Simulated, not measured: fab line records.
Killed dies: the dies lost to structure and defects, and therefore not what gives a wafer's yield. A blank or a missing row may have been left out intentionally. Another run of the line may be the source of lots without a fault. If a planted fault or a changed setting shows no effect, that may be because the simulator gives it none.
A lot that was struck, set against a sound lot + flow sky130 + 21 out of 708 route steps
Sound: the wafers L413.2, L413.5, L413.6. Struck: wafers L406.2, L406.3, L406.4. At the end, the cause is stated.
At each step with rows: each side's tool, then ch and its chambers, then its first start. Under that, the readings that differ: sound wafers + struck wafers + difference of the means + sigmas: that difference in standard deviations of wafers without a fault.
alike: a reading whose means differ by less than 2 such deviations, as well as words and numbers matching on both sides. not compared: withheld readings; readings where some wafer has no value; bounds like >300 that might hide an equal value; numbers whose values overlap and for which the record gives no deviation.
A row with sigmas, a row that says differs or no value, or rows on one side alone: a step with any of these is where the two part. When numbers do not overlap yet have no deviation, they are printed without sigmas and do not part them. A reading that every wafer of one side lacks parts them only if that side has two wafers or more.

first, 1 step without rows for these wafers: SKY_FIELD_ISO_CVD_24 (deposits SiO2, target thk 595 nm, time 99.2 s).
SKY_FIELD_ISO_THK_MEAS_25:
  sound on film metro-01, day 6 06:37; struck on film metro-03, day 4 16:17
  alike: FIELD_ISO_CVD_24_THK
then, 1 step without rows for these wafers: SKY_FIELD_ISO_ANNEAL_26 (time 1800 s).
SKY_FIELD_ISO_CMP_27: polishes, stops on Si3N4, t overpolish 15.25 s, target thk 457.8 nm.
  sound on cmp-01 ch 1,2, day 6 08:10; struck on cmp-01 ch 0,2,3, day 4 18:38
  alike: edge zone pressure frac, motor current A, overpolish run s, slurry flow ml min, time to endpoint s
then, 5 steps without rows for these wafers: SKY_FIELD_ISO_WET_ETCH_28 (etches SiO2 in dHF, target depth 23.7 nm, time 47 s); SKY_FIELD_ISO_WET_ETCH_29 (etches Si3N4 in H3PO4, target depth 160 nm, time 1825 s); SKY_FIELD_ISO_WET_ETCH_30 (etches SiO2 in dHF, target depth 25 nm, time 50 s); SKY_NWELL_CLEAN_00 (cleans in SC1/SC2, time 150 s); SKY_NWELL_OXIDATION_01 (stabilise 600 s, purge 300 s, target thk 10 nm).
SKY_NWELL_THK_MEAS_02:
  sound on film metro-02, day 6 10:28; struck on film metro-02, day 4 23:19
  alike: NWELL_OXIDATION_THK
then, 2 steps without rows for these wafers: SKY_DNWELL_DEHYDRATE_00 (time 60 s); SKY_DNWELL_HMDS_01 (prime time 60 s).
SKY_DNWELL_COAT_02: resist thk 3000 nm.
  sound on litho track-03 ch 0, day 6 19:32; struck on litho track-04 ch 0, day 5 08:05
| reading                                  | sound                | struck               | difference | sigmas      |
|------------------------------------------|----------------------|----------------------|------------|-------------|
| spin speed rpm (rpm)                     | 2000.8 1998.1 1999.5 | 2264.8 2263.8 2264.8 | +265.0     | +99 or more |
| model.coat_of_DNWELL_COAT_02.thk nm (nm) | 3007 3001 2993       | 2831 2836 2832       | -167       |             |
  alike: resist line temp C
then, 3 steps without rows for these wafers: SKY_DNWELL_SOFTBAKE_03; SKY_DNWELL_EXPOSE_04 (exposes mask DNM, target cd 3000 nm); SKY_DNWELL_PEB_05.
SKY_DNWELL_DEVELOP_06: develop time 60 s.
  sound on litho track-03 ch 0; struck on litho track-02 ch 0
| reading                                  | sound          | struck         | difference | sigmas |
|------------------------------------------|----------------|----------------|------------|--------|
| model.coat_of_DNWELL_COAT_02.thk nm (nm) | 3003 2997 2988 | 2827 2832 2828 | -167       |        |
  alike: resist line temp C
following that, these wafers have no rows for 1 step: SKY_DNWELL_IMPLANT_07.
SKY_DNWELL_STRIP_08: strips in O2/N2.
  sound on plasma asher-01 ch 0,1, day 7 06:04; struck on plasma asher-02 ch 0,1, day 5 17:55
| reading                      | sound             | struck            | difference | sigmas |
|------------------------------|-------------------|-------------------|------------|--------|
| strip time to endpoint s (s) | 37.02 36.94 36.82 | 35.00 35.06 35.02 | -1.90      | -20    |
  alike: drypump motor current A, oes product au
  not compared: rf hours counter h
SKY_DNWELL_TW_MEAS_09:
  sound on film metro-02, day 7 06:11; struck on film metro-04, day 5 18:01
  alike: DNWELL_TW
-- the record jumps here: 43 days lie between the struck wafers' starts before and after (it left off in module DNWELL and takes up again in module PAD_OPEN, whose first step shown is number 708 of the route) --
SKY_PAD_OPEN_PROBE_99:
  sound on prober-01, day 49 20:17; struck on prober-02, day 48 23:40
| reading         | sound | struck | difference | sigmas |
|-----------------|-------|--------|------------|--------|
| killed at other | 2 0 1 | 0 0 0  | -1         | -2     |
  alike: killed_at_M0_to_M3, killed_at_M4_up, killed at contacts, killed at front end, killed dies, killed open, killed short

WHERE THEY PART
First at SKY_DNWELL_COAT_02; last, within this record, at SKY_PAD_OPEN_PROBE_99.

WHY: the cause the simulator had injected
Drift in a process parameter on litho track-04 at SKY_DNWELL_COAT_02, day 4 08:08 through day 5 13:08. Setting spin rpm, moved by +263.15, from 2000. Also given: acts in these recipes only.
